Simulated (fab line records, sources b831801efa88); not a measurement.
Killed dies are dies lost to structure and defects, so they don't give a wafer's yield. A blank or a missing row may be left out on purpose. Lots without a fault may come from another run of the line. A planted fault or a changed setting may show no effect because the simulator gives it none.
Chamber matching | flow sky130 | SKY_METAL3_ETCH_17 on rie_diel-01: 4 sister chambers
The step etches SiO2 in C4F8/O2/Ar, stops on TiN, time 3.9 s, target depth 15 nm. 4 wafers are shown with their chamber, then 8 later ones without.

WAFERS WITH THEIR CHAMBER
wafer  | chamber | oes_product_au (a.u.)
L080.1 | 3       | 0.762
L083.5 | 1       | 0.748
L083.6 | 2       | 0.745
L084.3 | 0       | 0.765

WAFERS WITHOUT THEIR CHAMBER
wafer  | oes_product_au (a.u.)
L084.4 | 0.751
L084.5 | 0.751
L089.1 | 0.749
L089.4 | 0.764
L089.5 | 0.758
L097.1 | 0.743
L097.4 | 0.727
L097.6 | 0.746

WHICH CHAMBER EACH WENT THROUGH
wafer  | from the rows above               | in truth
L084.4 | can't be placed: 1 or 2 or 3 or 0 | 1
L084.5 | can't be placed: 1 or 2 or 3 or 0 | 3
L089.1 | can't be placed: 1 or 2 or 3      | 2
L089.4 | can't be placed: 0 or 3           | 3
L089.5 | can't be placed: 3 or 0 or 1 or 2 | 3
L097.1 | can't be placed: 2 or 1           | 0
L097.4 | can't be placed: 2 or 1           | 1
L097.6 | can't be placed: 2 or 1           | 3
Placed correctly: 0 of 8. Can't be placed from these rows: 8 (the true chamber is among the candidates in 6). Placed wrongly: 0.
How it was worked out, from the rows above alone: a wafer's distance from a chamber is the root of the sum, over the readings, of the square of ((its reading less the chamber's mean) divided by the reading's scatter). The wafer belongs to the nearest chamber; if the next one is less than 2 further off, it can't be placed. A chamber's mean is the mean of its shown wafers. The scatter: with one shown wafer a chamber, the root of the mean of the squares of how far each hidden wafer lies from its nearest shown one.
